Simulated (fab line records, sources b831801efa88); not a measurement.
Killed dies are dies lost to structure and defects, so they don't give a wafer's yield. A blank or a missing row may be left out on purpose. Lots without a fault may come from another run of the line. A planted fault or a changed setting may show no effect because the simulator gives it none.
Which tool did it? | flow gf180mcu | 14 lots, 42 wafers sampled, at 3 steps of a route of 602

WHAT THE GAUGES READ, wafer by wafer
GF_V5_RS_MEAS_24: measures by four-point-probe. Usual: V5_W_RS 0.328 ohm/sq, standard deviation 0.0045.
lot  | measured     | on            | V5_W_RS (ohm/sq)  | flag
L313 | day 26 21:05 | film_metro-03 | 0.337 0.332 0.335 |
L314 | day 27 08:09 | film_metro-03 | 0.332 0.334 0.330 |
L315 | day 27 16:40 | film_metro-03 | 0.327 0.326 0.330 |
L317 | day 28 05:28 | film_metro-02 | 0.330 0.329 0.324 |
L320 | day 29 17:23 | film_metro-03 | 0.330 0.330 0.329 |
L322 | day 30 14:22 | film_metro-04 | 0.335 0.326 0.327 |
L325 | day 31 04:10 | film_metro-04 | 0.327 0.324 0.326 |
L327 | day 31 07:50 | film_metro-04 | 0.324 0.327 0.328 |
L328 | day 31 22:18 | film_metro-04 | 0.321 0.329 0.322 |
L331 | day 32 10:37 | film_metro-02 | 0.327 0.334 0.324 |
L332 | day 32 15:54 | film_metro-04 | 0.324 0.320 0.324 |
L334 | day 33 01:35 | film_metro-04 | 0.332 0.327 0.335 |
L335 | day 33 07:29 | film_metro-04 | 0.335 0.323 0.332 |
L336 | day 33 14:44 | film_metro-04 | 0.326 0.332 0.339 |

WHICH TOOL RAN EACH LOT (tool, then ch and the chambers of the sampled wafers, then the start)
lot  | GF_V4_SPUTTER_21             | GF_V4_CMP_26
L313 | pvd_sputter-03, day 24 01:54 | cmp-02 ch 0,1,3, day 24 02:23
L314 | pvd_sputter-02, day 24 13:30 | cmp-01 ch 0,2,3, day 24 13:54
L315 | pvd_sputter-03, day 24 22:19 | cmp-02 ch 1,2,3, day 25 00:15
L317 | pvd_sputter-02, day 25 14:02 | cmp-01 ch 0,1,2, day 25 14:26
L320 | pvd_sputter-04, day 27 03:08 | cmp-02 ch 0,1,3, day 27 03:35
L322 | pvd_sputter-04, day 28 01:38 | cmp-02 ch 2,3, day 28 02:02
L325 | pvd_sputter-04, day 28 17:32 | cmp-02 ch 0,3, day 28 17:58
L327 | pvd_sputter-03, day 28 21:02 | cmp-02 ch 0,2, day 28 21:34
L328 | pvd_sputter-04, day 29 12:53 | cmp-01 ch 0,1,3, day 29 13:17
L331 | pvd_sputter-04, day 30 01:07 | cmp-02 ch 0,1,2, day 30 01:30
L332 | pvd_sputter-04, day 30 07:40 | cmp-01 ch 1,2,3, day 30 08:07
L334 | pvd_sputter-03, day 30 17:36 | cmp-02 ch 1,2, day 30 17:59
L335 | pvd_sputter-02, day 31 01:22 | cmp-01 ch 0,2,3, day 31 01:45
L336 | pvd_sputter-02, day 31 08:55 | cmp-01 ch 1,2, day 31 09:18
- GF_V4_SPUTTER_21: material Ti, target thk 15 nm, time 80.02 s.
- GF_V4_CMP_26: polishes, stops on SiO2, t overpolish 15 s, target thk 0 nm.

WHAT THE TOOLS THEMSELVES READ (means of the sampled wafers that have a number; where no wafer has one, the mark that the record gives instead)
GF_V4_SPUTTER_21. Usual: cathode_dc_power_W 2500.0 W, standard deviation 0.48; chamber_pressure_pa 5.001 Pa, standard deviation 0.011; throttle_valve_pct 30.0 %, standard deviation 0.85.
lot  | tool           | cathode_dc_power_W (W) | chamber_pressure_pa (Pa) | throttle_valve_pct (%) | flag
L313 | pvd_sputter-03 | 2499.5                 | 4.990                    | 30.6                   |
L314 | pvd_sputter-02 | 2499.5                 | 4.995                    | 29.4                   |
L315 | pvd_sputter-03 | 2499.8                 | 5.008                    | 30.5                   |
L317 | pvd_sputter-02 | 2499.7                 | 5.006                    | 29.2                   |
L320 | pvd_sputter-04 | 2500.1                 | 5.012                    | 30.3                   |
L322 | pvd_sputter-04 | 2500.6                 | 4.997                    | 30.1                   |
L325 | pvd_sputter-04 | 2500.7                 | 5.009                    | 30.2                   |
L327 | pvd_sputter-03 | 2499.7                 | 4.995                    | 30.4                   |
L328 | pvd_sputter-04 | 2499.9                 | 4.994                    | 30.3                   |
L331 | pvd_sputter-04 | 2499.6                 | 5.003                    | 30.3                   |
L332 | pvd_sputter-04 | 2499.8                 | 4.998                    | 30.3                   |
L334 | pvd_sputter-03 | 2500.0                 | 4.994                    | 30.2                   |
L335 | pvd_sputter-02 | 2499.8                 | 4.996                    | 29.3                   |
L336 | pvd_sputter-02 | 2499.8                 | 4.996                    | 29.1                   |

GF_V4_CMP_26. Usual: motor_current_A 12.1 A, standard deviation 1.3; overpolish_run_s 15.000 s, standard deviation 0.0087; platen_rpm 60.00 rpm, standard deviation 0.035; time_to_endpoint_s 84 s, standard deviation 4.5.
lot  | tool   | motor_current_A (A) | overpolish_run_s (s) | platen_rpm (rpm) | time_to_endpoint_s (s) | flag
L313 | cmp-02 | 11.9                | 14.998               | 60.00            | 82                     |
L314 | cmp-01 | 11.9                | 15.003               | 59.99            | 92                     |
L315 | cmp-02 | 12.0                | 14.998               | 59.98            | 84                     |
L317 | cmp-01 | 12.2                | 15.003               | 60.01            | 84                     |
L320 | cmp-02 | 11.9                | 14.997               | 60.00            | 80                     |
L322 | cmp-02 | 12.6                | 15.004               | 60.00            | 82                     |
L325 | cmp-02 | 12.6                | 14.994               | 60.02            | 82                     |
L327 | cmp-02 | 11.6                | 14.989               | 59.99            | 82                     |
L328 | cmp-01 | 11.9                | 14.998               | 59.96            | 88                     |
L331 | cmp-02 | 11.3                | 15.001               | 59.99            | 85                     |
L332 | cmp-01 | 12.6                | 15.005               | 60.00            | 84                     |
L334 | cmp-02 | 11.3                | 14.998               | 60.00            | 82                     |
L335 | cmp-01 | 12.0                | 14.997               | 59.98            | 83                     |
L336 | cmp-01 | 12.8                | 15.004               | 60.00            | 86                     |

THE ANSWER, worked out from the rows above alone
Rule: a lot is off if the mean of its wafers that have a number lies more than 3 standard deviations from the usual mean. A lot without any number at a reading at which 4 lots or more have one is off too. The other lots that the step has rows for count as sound. The gauges are gone through in route order, then the tools' own readings, and for those a lot's mean is taken as printed above. The first step at which some lot is off is used, and at that step the reading that is off furthest; a lot without a number counts as furthest.
No lot is off at any reading shown: from this, nothing can be told.

WHAT THE SIMULATOR HAD PUT IN
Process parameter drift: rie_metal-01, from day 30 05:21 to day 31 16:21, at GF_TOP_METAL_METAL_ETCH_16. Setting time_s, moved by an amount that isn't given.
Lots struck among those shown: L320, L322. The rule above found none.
